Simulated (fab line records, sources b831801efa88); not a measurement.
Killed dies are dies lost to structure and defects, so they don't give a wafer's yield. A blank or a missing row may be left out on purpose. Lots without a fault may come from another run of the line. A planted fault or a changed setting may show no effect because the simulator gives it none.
Chamber matching | flow sky130 | SKY_VIA1_ETCH_14 on rie_diel-03: 4 sister chambers
The step etches BARC in N2/H2, stops on SiO2, time 45.9 s, target depth 60 nm. 4 wafers are shown with their chamber, then 7 later ones without.

WAFERS WITH THEIR CHAMBER
wafer  | chamber | drypump_motor_current_A (A)
L077.6 | 0       | 5.6
L083.2 | 3       | 6.0
L084.1 | 2       | 5.5
L084.2 | 1       | 6.0

WAFERS WITHOUT THEIR CHAMBER
wafer  | drypump_motor_current_A (A)
L084.4 | 6.0
L086.2 | 5.6
L086.4 | 5.4
L086.6 | 5.4
L089.1 | 5.4
L089.3 | 5.6
L089.4 | 5.6

WHICH CHAMBER EACH WENT THROUGH
wafer  | from the rows above     | in truth
L084.4 | can't be placed: 1 or 3 | 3
L086.2 | can't be placed: 0 or 2 | 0
L086.4 | can't be placed: 2 or 0 | 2
L086.6 | can't be placed: 2 or 0 | 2
L089.1 | can't be placed: 2 or 0 | 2
L089.3 | can't be placed: 0 or 2 | 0
L089.4 | can't be placed: 0 or 2 | 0
Placed correctly: 0 of 7. Can't be placed from these rows: 7 (the true chamber is among the candidates in 7). Placed wrongly: 0.
How it was worked out, from the rows above alone: a wafer's distance from a chamber is the root of the sum, over the readings, of the square of ((its reading less the chamber's mean) divided by the reading's scatter). The wafer belongs to the nearest chamber; if the next one is less than 2 further off, it can't be placed. A chamber's mean is the mean of its shown wafers. The scatter: with one shown wafer a chamber, the root of the mean of the squares of how far each hidden wafer lies from its nearest shown one.
